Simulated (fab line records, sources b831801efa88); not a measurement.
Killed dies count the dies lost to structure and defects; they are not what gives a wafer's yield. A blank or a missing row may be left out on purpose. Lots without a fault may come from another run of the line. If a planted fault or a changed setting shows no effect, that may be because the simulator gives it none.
fab line records	flow sky130
[record] lots = 12	wafers = 36	last_day = 49
route steps=708 shown METAL3@533 VIA4@657 PAD_OPEN@702
lots with no fault: from the same line, run without faults
start_h: hours from the record's first day to the start of the lot's first wafer shown	wait_h: time in hours since the lot's previous step	" identical to the entry in the row above	L1.1+2: one row covering several wafers at once	- either no value or no given start	* or withheld: withheld	< > ~ a bound
route shown NAME@n: names a module that has steps shown in the file, with the first one's number in the route	usual: average and standard deviation across the fault-free wafers	same: alike in all rows	chamber/n: place in a boat	sites: the reading at each site	_std_site: the values' standard deviation	_edge_site: outer sites' mean less inner sites'	radius_mm: how far each site lies from the wafer's centre	mask NAME#n: copy n	behind: tool/chamber where the wafer was last shaped	hold: the reason the lot was held/the length of the hold in hours/how it ended	device: transistor that didn't switch, given as n, p or np	end of line: the tests these same wafers got at the end of their route	a step given without rows: its recipe and nothing more	killed: dies that structure and defects cost at the first sort, which is not the same as the wafer's yield	map: shows each die of a wafer: x if killed, . if not, _ if none is there
set.NAME: setting as actually run; set.NAME@STEP: the setting as run at that earlier step	model.NAME: the simulator's own value behind a step, which no gauge read
one table for each step of the route and one row for each wafer, over a sample of lots
services: from which hour (start_h, from the record's first day; less than 0 if before it) a tool's chamber was out of use, for how many hours, and why
[[steps]]
[step SKY_METAL3_SPUTTER_01]
[recipe] material = TiN	target_thk_nm = 20	power_w = 6500	time_s = 16.7	chamber_pressure_pa = 0.4
[usual] throttle_valve_pct = 30.1/1
lot.wafer	tool	chamber	start_h	wait_h	throttle_valve_pct
L424.3	pvd_sputter-04	-	839.27	0.0	28.0
L424.5	"	-	"	"	30.2
L424.6	"	-	"	"	29.5
L425.1	pvd_sputter-01	-	849.70	0.0	30.4
L425.4	"	-	"	"	29.1
L425.6	"	-	"	"	29.1
L428.1	pvd_sputter-01	-	892.09	0.0	30.9
L428.3	"	-	"	"	29.1
L428.6	"	-	"	"	30.6
L426.1	pvd_sputter-01	-	892.79	0.0	31.9
L426.2	"	-	"	"	31.1
L426.6	"	-	"	"	29.3
L427.1	pvd_sputter-01	-	893.69	0.0	31.8
L427.4	"	-	"	"	30.6
L427.5	"	-	"	"	30.7
L432.2	pvd_sputter-03	-	909.22	0.0	29.9
L432.5	"	-	"	"	29.9
L432.6	"	-	"	"	30.2
L431.3	pvd_sputter-01	-	912.19	0.0	29.1
L431.5	"	-	"	"	30.6
L431.6	"	-	"	"	31.9
L433.1	pvd_sputter-03	-	922.03	0.0	29.8
L433.2	"	-	"	"	29.6
L433.4	"	-	"	"	30.8
L436.1	pvd_sputter-01	-	929.28	0.0	29.1
L436.2	"	-	"	"	30.8
L436.4	"	-	"	"	30.8
L439.2	pvd_sputter-01	-	952.18	0.0	29.2
L439.5	"	-	"	"	30.9
L439.6	"	-	"	"	32.0
L440.2	pvd_sputter-01	-	961.81	0.0	32.1
L440.4	"	-	"	"	30.9
L440.5	"	-	"	"	31.3
L444.1	pvd_sputter-03	-	988.13	0.0	30.1
L444.3	"	-	"	"	30.8
L444.6	"	-	"	"	29.0
[step SKY_VIA4_CVD_18]
[recipe] material = W	target_thk_nm = 505	time_s = 152.14	temp_c = 400	pressure_torr = 40
[usual] heater_power_w = 910/66
lot.wafer	tool	chamber	start_h	wait_h	heater_power_w
L424.3	cvd_w-02	0	995.78	0.1	811
L424.5	"	0	"	"	834
L424.6	"	1	"	"	985
L425.1	cvd_w-02	1	1007.08	0.0	1005
L425.4	"	0	"	"	824
L425.6	"	0	"	"	810
L428.1	cvd_w-02	0	1042.53	0.0	805
L428.3	"	0	"	"	821
L428.6	"	1	"	"	987
L426.1	cvd_w-01	1	1044.12	0.0	896
L426.2	"	0	"	"	908
L426.6	"	1	"	"	886
L427.1	cvd_w-02	0	1045.16	0.0	804
L427.4	"	0	"	"	841
L427.5	"	1	"	"	1007
L432.2	cvd_w-01	1	1057.68	0.0	893
L432.5	"	1	"	"	884
L432.6	"	0	"	"	930
L431.3	cvd_w-01	1	1060.36	0.1	873
L431.5	"	1	"	"	871
L431.6	"	0	"	"	905
L433.1	cvd_w-02	0	1068.68	0.0	803
L433.2	"	1	"	"	985
L433.4	"	0	"	"	829
L436.1	cvd_w-02	1	1076.16	0.0	997
L436.2	"	0	"	"	828
L436.4	"	0	"	"	830
L439.2	cvd_w-01	1	1095.70	0.0	882
L439.5	"	0	"	"	924
L439.6	"	1	"	"	894
L440.2	cvd_w-01	1	1103.84	0.0	865
L440.4	"	1	"	"	866
L440.5	"	0	"	"	948
L444.1	cvd_w-01	0	1125.66	0.0	937
L444.3	"	0	"	"	938
L444.6	"	0	"	"	934
[step SKY_PAD_OPEN_STRIP_08]
[recipe] chemistry = O2/N2	power_w = 1400	pressure_mtorr = 1500	platen_temp_c = withheld	overash_fraction = 0.7	o2_flow_sccm = 3000	n2_flow_sccm = 300
[usual] drypump_motor_current_A = 5.5/0.37	oes_product_au = 0.663/0.0046	strip_time_to_endpoint_s = 37.05/0.081
lot.wafer	tool	chamber	start_h	wait_h	drypump_motor_current_A	oes_product_au	rf_hours_counter_h	strip_time_to_endpoint_s
L424.3	plasma_asher-01	1	1065.04	0.1	5.2	0.670	-	37.07
L424.5	"	0	"	"	5.9	0.663	-	37.01
L424.6	"	1	"	"	5.2	0.665	-	36.86
L425.1	plasma_asher-04	1	1075.55	0.1	6.0	0.657	32	36.93
L425.4	"	1	"	"	6.0	0.669	-	36.89
L425.6	"	1	"	"	6.0	0.668	-	36.92
L428.1	plasma_asher-04	0	1107.20	0.1	6.0	0.670	35	37.07
L428.3	"	1	"	"	6.0	0.663	-	37.07
L428.6	"	1	"	"	6.0	0.658	-	37.15
L427.1	plasma_asher-04	1	1108.85	0.1	6.0	0.664	35	36.98
L427.4	"	0	"	"	6.0	0.661	-	37.07
L427.5	"	0	"	"	5.9	0.669	-	36.98
L426.1	plasma_asher-02	0	1109.30	0.1	5.2	0.665	67	36.99
L426.2	"	1	"	"	5.1	0.671	67	37.10
L426.6	"	1	"	"	5.1	0.669	-	37.24
L432.2	plasma_asher-01	1	1122.05	0.1	5.2	0.665	5	37.06
L432.5	"	0	"	"	5.9	0.654	-	37.12
L432.6	"	1	"	"	5.2	0.659	-	37.10
L431.3	plasma_asher-01	0	1125.09	0.1	5.9	0.664	-	37.08
L431.5	"	1	"	"	5.2	0.665	-	37.06
L431.6	"	0	"	"	5.8	0.669	-	37.09
L433.1	plasma_asher-01	1	1130.50	0.1	5.2	0.662	6	37.18
L433.2	"	0	"	"	5.9	0.659	6	36.99
L433.4	"	0	"	"	5.8	0.661	-	37.12
L436.1	plasma_asher-02	1	1139.50	0.1	5.1	0.672	70	37.17
L436.2	"	0	"	"	5.2	0.655	70	37.02
L436.4	"	1	"	"	5.1	0.665	-	37.00
L439.2	plasma_asher-01	1	1154.75	0.1	5.2	0.661	9	37.08
L439.5	"	0	"	"	5.9	0.653	-	37.05
L439.6	"	1	"	"	5.2	0.660	-	37.00
L440.2	plasma_asher-01	1	1162.00	0.1	5.2	0.667	9	36.96
L440.4	"	1	"	"	5.2	0.667	-	37.00
L440.5	"	1	"	"	5.2	0.670	-	37.06
L444.1	plasma_asher-04	1	1179.90	0.1	6.0	0.662	42	37.32
L444.3	"	0	"	"	6.0	0.660	-	37.24
L444.6	"	1	"	"	6.0	0.664	-	37.10
[step SKY_PAD_OPEN_BOW_MEAS_13]
[recipe] mode = bow
[usual] PAD_OPEN_BOW = 49/9.2
lot.wafer	tool	chamber	start_h	wait_h	PAD_OPEN_BOW[um]
L424.3	film_metro-02	-	1067.14	-	36
L424.5	"	-	"	"	37
L424.6	"	-	"	"	41
L425.1	film_metro-03	-	1077.70	-	47
L425.4	"	-	"	"	45
L425.6	"	-	"	"	32
L428.1	film_metro-03	-	1109.29	-	38
L428.3	"	-	"	"	37
L428.6	"	-	"	"	53
L427.1	film_metro-02	-	1111.04	-	55
L427.4	"	-	"	"	43
L427.5	"	-	"	"	47
L426.1	film_metro-01	-	1111.48	-	66
L426.2	"	-	"	"	51
L426.6	"	-	"	"	60
L432.2	film_metro-02	-	1124.65	-	37
L432.5	"	-	"	"	37
L432.6	"	-	"	"	44
L431.3	film_metro-02	-	1127.30	-	52
L431.5	"	-	"	"	42
L431.6	"	-	"	"	45
L433.1	film_metro-02	-	1132.69	-	49
L433.2	"	-	"	"	29
L433.4	"	-	"	"	33
L436.1	film_metro-02	-	1141.59	-	52
L436.2	"	-	"	"	55
L436.4	"	-	"	"	50
L439.2	film_metro-03	-	1156.92	-	61
L439.5	"	-	"	"	55
L439.6	"	-	"	"	48
L440.2	film_metro-02	-	1164.24	-	47
L440.4	"	-	"	"	38
L440.5	"	-	"	"	48
L444.1	film_metro-02	-	1182.41	-	62
L444.3	"	-	"	"	65
L444.6	"	-	"	"	54
[step SKY_PAD_OPEN_PROBE_99]
[usual] defect_limited_yield = 82.7/2	killed_at_M0_to_M3 = 43/7.4	killed_at_M4_up = 3.5/2.1	killed_at_contacts = 24/5.4	killed_at_front_end = 15/4.7	killed_at_other = 0.2/0.44	killed_dies = 85/10	killed_open = 47/7.1	killed_short = 38/7	sort_bin_3_pad_short = 0.9/0.41	sort_bin_5_function = 10.4/1.6	sort_bin_6_memory = 6.1/1.1	sort_n_pass = 407/10	sort_yield_pct = 82.7/2
[same] gross_dies = 492	killed_at_back_side = 0	sort_bin_4_leakage[%] = 0	sort_bin_8_speed[%] = 0
lot.wafer	tool	chamber	start_h	wait_h	defect_limited_yield[%]	killed_at_M0_to_M3	killed_at_M4_up	killed_at_contacts	killed_at_front_end	killed_at_other	killed_dies	killed_open	killed_short	sort_bin_3_pad_short[%]	sort_bin_5_function[%]	sort_bin_6_memory[%]	sort_n_pass	sort_yield_pct[%]
L439.2	prober-01	-	1157.07	0.1	79.9	50	4	28	17	0	99	71	28	0.6	11.6	7.9	393	79.9
L439.5	prober-01	-	1157.22	0.2	84.8	43	1	19	12	0	75	38	37	1.2	7.9	6.1	417	84.8
L439.6	prober-01	-	1157.27	0.2	72.0	104	2	23	8	1	138	46	31	4.9	16.1	7.1	354	72.0
L440.2	prober-02	-	1164.39	0.1	72.4	107	1	18	10	0	136	39	31	3.9	16.3	7.5	356	72.4
L440.4	prober-02	-	1164.49	0.2	84.8	42	4	18	11	0	75	31	44	1.4	8.1	5.7	417	84.8
L440.5	prober-02	-	1164.54	0.2	84.6	30	7	22	17	0	76	38	38	1.0	7.7	6.7	416	84.6
L444.1	prober-02	-	1182.53	0.1	83.9	38	5	28	8	0	79	42	37	0.6	11.2	4.3	413	83.9
L444.3	prober-02	-	1182.63	0.2	81.3	50	1	24	17	0	92	55	37	0.8	10.4	7.5	400	81.3
L444.6	prober-02	-	1182.78	0.2	82.7	41	8	19	17	0	85	42	43	0.6	10.8	5.9	407	82.7
// killed by level:class
L439.2 VIA3:geometric_particle:open=13 VIA1:geometric_particle:open=11 CONTACT:geometric_particle:open=10 VIA2:geometric_particle:open=10 LI_CONTACT:geometric_particle:open=9 CONTACT:geometric_particle:short=6 FIELD_ISO:geometric_particle:open=5 METAL1:geometric_particle:open=4
L439.5 VIA1:geometric_particle:open=12 VIA2:geometric_particle:short=7 CONTACT:geometric_particle:open=6 METAL1:geometric_particle:short=6 VIA3:geometric_particle:short=6 LI_CONTACT:geometric_particle:open=5 VIA2:geometric_particle:open=5 FIELD_ISO:geometric_particle:short=3
L439.6 METAL3:unspecified=61 VIA1:geometric_particle:open=9 CONTACT:geometric_particle:open=9 LI_CONTACT:geometric_particle:open=8 VIA2:geometric_particle:open=7 VIA3:geometric_particle:open=7 VIA3:geometric_particle:short=6 VIA1:geometric_particle:short=5
L440.2 METAL3:unspecified=66 METAL1:geometric_particle:short=11 VIA1:geometric_particle:open=10 CONTACT:geometric_particle:open=9 CONTACT:geometric_particle:short=4 VIA1:geometric_particle:short=4 FIELD_ISO:geometric_particle:open=3 VIA2:geometric_particle:open=3
L440.4 METAL1:geometric_particle:short=9 VIA1:geometric_particle:short=7 VIA1:geometric_particle:open=6 CONTACT:geometric_particle:open=5 VIA3:geometric_particle:open=5 LI_CONTACT:geometric_particle:open=4 CONTACT:geometric_particle:short=4 METAL2:geometric_particle:short=4
L440.5 CONTACT:geometric_particle:open=7 METAL1:geometric_particle:short=6 VIA1:geometric_particle:open=6 FIELD_ISO:geometric_particle:short=5 LI_CONTACT:geometric_particle:open=5 CONTACT:geometric_particle:short=4 VIA2:geometric_particle:open=4 VIA3:geometric_particle:open=4
L444.1 VIA1:geometric_particle:open=10 CONTACT:geometric_particle:open=9 LI_CONTACT:geometric_particle:open=8 METAL1:geometric_particle:short=7 METAL1:geometric_particle:open=4 LOCAL_INTERCONNECT:geometric_particle:short=4 CONTACT:geometric_particle:short=4 METAL2:geometric_particle:short=4
L444.3 VIA1:geometric_particle:open=14 CONTACT:geometric_particle:open=13 METAL2:geometric_particle:short=11 LI_CONTACT:geometric_particle:open=5 FIELD_ISO:geometric_particle:short=4 POLY_GATE:geometric_particle:open=4 LI_CONTACT:geometric_particle:short=4 VIA1:geometric_particle:short=4
L444.6 VIA1:geometric_particle:open=11 LI_CONTACT:geometric_particle:open=8 FIELD_ISO:geometric_particle:short=7 METAL1:geometric_particle:short=7 METAL4:geometric_particle:short=7 VIA2:geometric_particle:open=6 CONTACT:geometric_particle:open=5 METAL2:geometric_particle:short=4
[[services]]
tool	chamber	start_h	hours	kind
cvd_w-01	-	828.75	6.9	pm
plasma_asher-04	-	839.51	3.7	repair
pvd_sputter-01	-	842.46	0.5	repair
pvd_sputter-03	-	850.45	5.4	repair
pvd_sputter-03	-	850.84	1.9	repair
pvd_sputter-01	-	866.82	1.1	repair
pvd_sputter-03	-	889.20	6.1	repair
cvd_w-02	-	904.00	14.0	pm
cvd_w-02	1	922.34	3.2	repair
plasma_asher-04	-	948.13	12.4	repair
cvd_w-02	-	948.94	2.8	pm
pvd_sputter-03	-	950.59	4.6	repair
cvd_w-01	1	955.89	17.8	repair
cvd_w-01	0	1011.16	4.4	repair
plasma_asher-01	-	1025.69	1.5	repair
cvd_w-01	0	1029.14	3.4	repair
plasma_asher-01	-	1055.25	9.0	pm
plasma_asher-02	-	1072.64	0.5	repair
pvd_sputter-01	-	1075.31	11.5	repair
pvd_sputter-03	-	1079.40	2.8	repair
pvd_sputter-03	-	1091.87	2.5	repair
cvd_w-02	-	1116.77	6.9	pm
cvd_w-01	-	1151.72	1.2	repair
plasma_asher-04	-	1155.92	2.3	repair
[[key]]
[first_sign] step = SKY_PAD_OPEN_PROBE_99	reading = sort_bin_3_pad_short	direction = up	sigmas = 8.5	usual = 0.9	struck = 4.4
[effect] step = SKY_PAD_OPEN_PROBE_99	reading = killed_at_M0_to_M3	direction = up	sigmas = 8.5	usual = 43	struck = 106
met_at SKY_METAL3_SPUTTER_01
struck_lots L439,L440
struck_wafers L439.6,L440.2
not_acting_at SKY_VIA4_CVD_18,SKY_PAD_OPEN_STRIP_08,SKY_PAD_OPEN_BOW_MEAS_13
onset_between 912.19 952.18
[fault] kind = chamber_particle_source	tool = pvd_sputter-01	chamber = -	onset_h = 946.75	steps = SKY_METAL3_SPUTTER_01	rate_per_visit_cm2 = 1.5615	end_h = 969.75	scope = struck_wafers_only
